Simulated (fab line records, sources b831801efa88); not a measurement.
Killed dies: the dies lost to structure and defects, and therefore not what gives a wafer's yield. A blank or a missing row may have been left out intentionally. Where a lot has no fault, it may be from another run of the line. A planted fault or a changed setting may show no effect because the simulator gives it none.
Matching of chambers	flow sky130	SKY_FIELD_ISO_CMP_27 on cmp-02: 4 sister chambers
The step polishes, stops on Si3N4, t overpolish 16 s, target thk 457.8 nm. 4 wafers are shown with their chamber, then 8 later ones without.

WAFERS WITH THEIR CHAMBER
wafer	chamber	motor_current_A (A)
L716.6	1	12.2
L717.2	3	13.2
L717.3	2	12.4
L722.1	0	10.2

WAFERS MISSING THEIR CHAMBER
wafer	motor_current_A (A)
L722.2	11.7
L722.5	12.1
L723.2	12.9
L723.4	9.5
L723.5	13.2
L726.3	11.8
L726.4	10.2
L726.6	9.4

EACH ONE'S CHAMBER
wafer	from the rows above	in truth
L722.2	can't be placed: 1 or 2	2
L722.5	can't be placed: 1 or 2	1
L723.2	can't be placed: 3 or 2 or 1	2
L723.4	0	0
L723.5	can't be placed: 3 or 2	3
L726.3	can't be placed: 1 or 2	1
L726.4	0	0
L726.6	0	0
Placed correctly: 3 of 8. These rows do not allow placing 5 (true chamber among the candidates in 5). Placed wrongly: 0.
How it was worked out, from the rows above alone: a wafer's distance from a chamber is the root of the sum, over the readings, of the square of ((its reading less the chamber's mean) divided by the reading's scatter). If the next closest chamber is less than 2 further off than the closest, the wafer can't be placed; otherwise it belongs to the closest. The mean given for a chamber averages the wafers shown for that chamber. The scatter: with one shown wafer a chamber, the root of the mean of the squares of how far each hidden wafer lies from its nearest shown one.
